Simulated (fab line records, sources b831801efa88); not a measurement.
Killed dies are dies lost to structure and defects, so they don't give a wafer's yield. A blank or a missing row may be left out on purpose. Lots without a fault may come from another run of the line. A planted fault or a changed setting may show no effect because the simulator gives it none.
fab line records | flow gf180mcu
record lots=7 wafers=21 last_day=32
route steps=602 shown LVPWELL@58 MVSD@66
lots that met no fault: from a run of the same line without faults
start_h: hours from the record's first day to the start of the lot's first wafer shown | wait_h: hours since the lot's step before | " the same as in the row above | L1.1+2: a row that stands for several wafers | - no value, or no start given | * or withheld: withheld | < > ~ a bound
route shown NAME@n: a module of which the file shows steps, and the number in the route of the first | usual: mean/standard deviation of fault-free wafers | same: alike in all rows | chamber/n: place in a boat | sites: the reading at each site | _std_site: their standard deviation | _edge_site: outer sites' mean less inner sites' | radius_mm: how far each site lies from the wafer's centre | mask NAME#n: copy n | behind: the tool/chamber that last shaped the wafer | hold: why the lot was held/for how many hours/how that ended | device: the transistor (n, p or np) that didn't switch | end of line: the same wafers' tests at the end of the route | a step without rows: its recipe alone | killed: dies lost to structure and defects at the first sort, not the wafer's yield | map: a wafer's dies, x killed, . not, _ none there
set.NAME: the setting as run; set.NAME@STEP: as run at that earlier step | model.NAME: the simulator's own value behind a step, which no gauge read
lots at some steps of the route; a table a step, a row a wafer
services: from which hour (start_h, from the record's first day; less than 0 if before it) a tool's chamber was out of use, for how many hours, and why
## steps
# step GF_LVPWELL_EXPOSE_04
# recipe mask_id=LVPWELL target_cd_nm=600 na=0.6 source_shape=conventional sigma_outer=0.6 dose_mj=260
# step GF_LVPWELL_PEB_05
# recipe temp_c=115 time_s=withheld
# step GF_LVPWELL_DEVELOP_06
# recipe wall_angle_deg=90 develop_time_s=60 dev_temp_c=23
# step GF_LVPWELL_OVL_MEAS_07
# usual LVPWELL_OVL=0.9/1.6
# columns lot.wafer tool chamber start_h wait_h LVPWELL_OVL[nm]
L951.3 overlay-02 - 108.98 - 1.3
L951.5 " - " " 0.8
L951.6 " - " " 2.1
L952.4 overlay-02 - 114.80 - 3.1
L952.5 " - " " 3.8
L952.6 " - " " 2.9
L953.3 overlay-01 - 120.99 - 1.6
L953.4 " - " " 0.8
L953.5 " - " " 0.2
L955.2 overlay-02 - 132.08 - 3.7
L955.5 " - " " 4.2
L955.6 " - " " 1.7
L958.4 overlay-01 - 149.15 - 2.1
L958.5 " - " " 2.5
L958.6 " - " " 1.6
L959.3 overlay-01 - 152.59 - 2.7
L959.4 " - " " 0.2
L959.5 " - " " 0.9
L960.2 overlay-02 - 158.12 - 0.9
L960.4 " - " " -0.4
L960.5 " - " " 0.0
# step GF_LVPWELL_IMPLANT_08
# recipe species=B energy_kev=170 dose_cm2=1.5e+13 tilt_deg=0
# step GF_LVPWELL_IMPLANT_09
# recipe species=B energy_kev=60 dose_cm2=5e+12 tilt_deg=0
# step GF_LVPWELL_STRIP_10
# recipe chemistry=O2/N2 power_w=1400 pressure_mtorr=1500 platen_temp_c=250 o2_flow_sccm=3000 n2_flow_sccm=300 overash_fraction=0.5
# usual drypump_motor_current_A=5.4/0.66 heater_power_w=327/25 oes_product_au=0.723/0.0045 platen_temp_c=250.01/0.2 strip_time_to_endpoint_s=36.97/0.1
# columns lot.wafer tool chamber start_h wait_h drypump_motor_current_A heater_power_w oes_product_au platen_temp_c rf_hours_counter_h strip_time_to_endpoint_s
L951.3 plasma_asher-02 0 109.34 0.1 6.4 359 0.722 250.00 - 36.99
L951.5 " 0 " " 6.4 355 0.711 249.61 - 36.89
L951.6 " 1 " " 4.7 288 0.725 249.96 - 36.90
L952.4 plasma_asher-03 0 115.15 0.1 4.8 321 0.723 250.04 - 36.94
L952.5 " 0 " " 4.8 337 0.718 250.05 - 36.98
L952.6 " 1 " " 5.8 339 0.732 250.39 - 36.92
L953.3 plasma_asher-03 1 121.35 0.1 5.8 339 0.728 249.98 - 36.96
L953.4 " 0 " " 4.8 329 0.730 250.04 - 37.04
L953.5 " 0 " " 4.8 331 0.727 250.21 - 37.07
L955.2 plasma_asher-02 1 132.41 0.1 4.7 295 0.724 249.74 47 37.02
L955.5 " 1 " " 4.7 288 0.720 249.81 - 37.09
L955.6 " 0 " " 6.4 362 0.719 249.85 - 37.05
L958.4 plasma_asher-03 0 149.50 0.1 4.8 325 0.728 250.16 - 36.96
L958.5 " 0 " " 4.8 335 0.724 250.01 - 36.96
L958.6 " 1 " " 5.8 326 0.728 249.95 - 37.02
L959.3 plasma_asher-02 0 152.95 0.1 6.4 355 0.722 250.64 - 37.09
L959.4 " 1 " " 4.7 296 0.715 249.96 - 36.89
L959.5 " 0 " " 6.4 346 0.720 250.23 - 36.97
L960.2 plasma_asher-02 1 158.45 0.1 4.7 284 0.723 250.13 50 36.96
L960.4 " 1 " " 4.7 292 0.730 250.16 - 36.96
L960.5 " 0 " " 6.4 350 0.719 250.18 - 36.94
# step GF_LVPWELL_TW_MEAS_11
# usual LVPWELL_TW=569/6.2
# columns lot.wafer tool chamber start_h wait_h LVPWELL_TW
L951.3 film_metro-04 - 109.43 0.1 562
L951.5 " - " " 561
L951.6 " - " " 560
L952.4 film_metro-03 - 115.25 0.1 570
L952.5 " - " " 569
L952.6 " - " " 570
L953.3 film_metro-03 - 121.44 0.1 571
L953.4 " - " " 569
L953.5 " - " " 571
L955.2 film_metro-03 - 132.52 0.1 575
L955.5 " - " " 569
L955.6 " - " " 573
L958.4 film_metro-03 - 149.60 0.1 577
L958.5 " - " " 574
L958.6 " - " " 572
L959.3 film_metro-04 - 153.04 0.1 560
L959.4 " - " " 560
L959.5 " - " " 561
L960.2 film_metro-03 - 158.56 0.1 575
L960.4 " - " " 575
L960.5 " - " " 574
# step GF_MVSD_DEHYDRATE_00
# recipe temp_c=200 time_s=60
# step GF_MVSD_HMDS_01
# recipe prime_time_s=60 prime_temp_c=120
# step GF_MVSD_COAT_02
# recipe spin_rpm=2000 resist_thk_nm=3000
# step GF_MVSD_SOFTBAKE_03
# recipe temp_c=110 time_s=withheld
# step GF_MVSD_EXPOSE_04
# recipe mask_id=MVSD target_cd_nm=1000 na=0.6 source_shape=conventional sigma_outer=0.6 dose_mj=260
# usual exposure_dose_mJ_cm2=259.98/0.23 focus_offset_nm=0.0/0.53 na=0.6/0
# columns lot.wafer tool chamber start_h wait_h mask exposure_dose_mJ_cm2 focus_offset_nm na
L951.3 iline_stepper-01 - 117.02 - MVSD#0 - - -
L951.5 " - " " MVSD#0 - - -
L951.6 " - " " MVSD#0 - - -
L952.4 iline_stepper-01 - 122.53 - MVSD#0 - - -
L952.5 " - " " MVSD#0 - - -
L952.6 " - " " MVSD#0 - - -
L953.3 iline_stepper-02 - 129.19 - MVSD#0 - - -
L953.4 " - " " MVSD#0 - - -
L953.5 " - " " MVSD#0 - - -
L955.2 iline_stepper-02 0 140.06 - MVSD#0 259.94 -1.0 0.6
L955.5 " 0 " " MVSD#0 260.27 -0.2 0.6
L955.6 " 0 " " MVSD#0 260.17 0.1 0.6
L958.4 iline_stepper-01 0 157.16 - MVSD#0 259.81 -0.5 0.6
L958.5 " 0 " " MVSD#0 260.08 -1.0 0.6
L958.6 " 0 " " MVSD#0 260.22 -0.5 0.6
L959.3 iline_stepper-02 0 160.89 - MVSD#0 260.03 0.0 0.6
L959.4 " 0 " " MVSD#0 259.90 0.2 0.6
L959.5 " 0 " " MVSD#0 259.94 -0.4 0.6
L960.2 iline_stepper-01 0 166.82 - MVSD#0 260.09 -0.4 0.6
L960.4 " 0 " " MVSD#0 259.82 0.1 0.6
L960.5 " 0 " " MVSD#0 259.97 -0.8 0.6
# step GF_MVSD_PEB_05
# recipe temp_c=115 time_s=withheld
## services
# columns tool chamber start_h hours kind
iline_stepper-02 - 95.16 8.9 pm
plasma_asher-03 - 106.92 4.3 repair
plasma_asher-02 - 117.80 11.3 repair
plasma_asher-03 - 144.20 1.6 repair
iline_stepper-01 - 145.43 1.7 pm
## key
first_sign step=GF_MVSD_EXPOSE_04 reading=tool_record direction=missing
effect none on later readings
met_at GF_MVSD_EXPOSE_04
struck_wafers L951.3,L951.5,L951.6,L952.4,L952.5,L952.6,L953.3,L953.4,L953.5
sort_left_out L951.3,L951.5,L951.6,L952.4,L952.5,L952.6,L953.3,L953.4,L953.5
tester_left_out L951,L952,L953
fault kind=skipped_step_whole tool=iline_stepper-01,iline_stepper-02 chamber=- onset_h=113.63 steps=GF_MVSD_EXPOSE_04 scope=struck_lots_only
# tester_left_out: of these lots the tester's yield and bins aren't shown, on N5 and GAA mostly nor the transistor test; their killed dies are dies lost to structure and defects alone, not to doping, threshold or leakage, so they don't give the yield
# sort_left_out: the simulated sort isn't trusted on such a fault, so these wafers' sort isn't shown, and their yield isn't known
